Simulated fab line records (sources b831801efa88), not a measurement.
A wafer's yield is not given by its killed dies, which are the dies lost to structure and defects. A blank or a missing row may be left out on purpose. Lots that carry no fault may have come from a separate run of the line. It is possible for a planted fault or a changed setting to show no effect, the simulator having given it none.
Chamber matching ; flow sky130 ; SKY_SONOS_ONO_ETCH_15 on rieDiel-03: 4 sister chambers
The step etches the open film in CHF3/O2, target depth 19.52 nm, time 7.8 s. 4 wafers are shown with their chamber, then 8 later ones without.

WAFERS WITH THEIR CHAMBER
wafer;chamber;drypumpMotorCurrentA (A)
L530.5;0;4.9
L533.4;1;4.9
L533.6;3;5.9
L536.2;2;5.6

WAFERS WHOSE CHAMBER IS MISSING
wafer;drypumpMotorCurrentA (A)
L536.5;5.5
L536.6;5.0
L537.1;4.9
L537.4;4.9
L537.5;5.6
L540.2;4.9
L540.4;4.9
L540.6;5.9

THE CHAMBER EACH PASSED THROUGH
wafer;from the rows above;in truth
L536.5;2;2
L536.6;can't be placed: 0 or 1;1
L537.1;can't be placed: 0 or 1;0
L537.4;can't be placed: 0 or 1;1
L537.5;2;2
L540.2;can't be placed: 0 or 1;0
L540.4;can't be placed: 0 or 1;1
L540.6;3;3
Correctly placed: 3 of 8. Not placeable from these rows: 5 (in 5, the candidates include the true chamber). Wrongly placed: 0.
How it was worked out, from the rows above alone: a wafer's distance from a chamber is the root of the sum, over the readings, of the square of ((its reading less the chamber's mean) divided by the reading's scatter). If the next closest chamber is less than 2 further off than the closest, the wafer can't be placed; otherwise it belongs to the closest. The mean given for a chamber averages the wafers shown for that chamber. The scatter (one wafer shown for each chamber): square how far every hidden wafer sits from the nearest shown wafer, average those squares and take the square root.
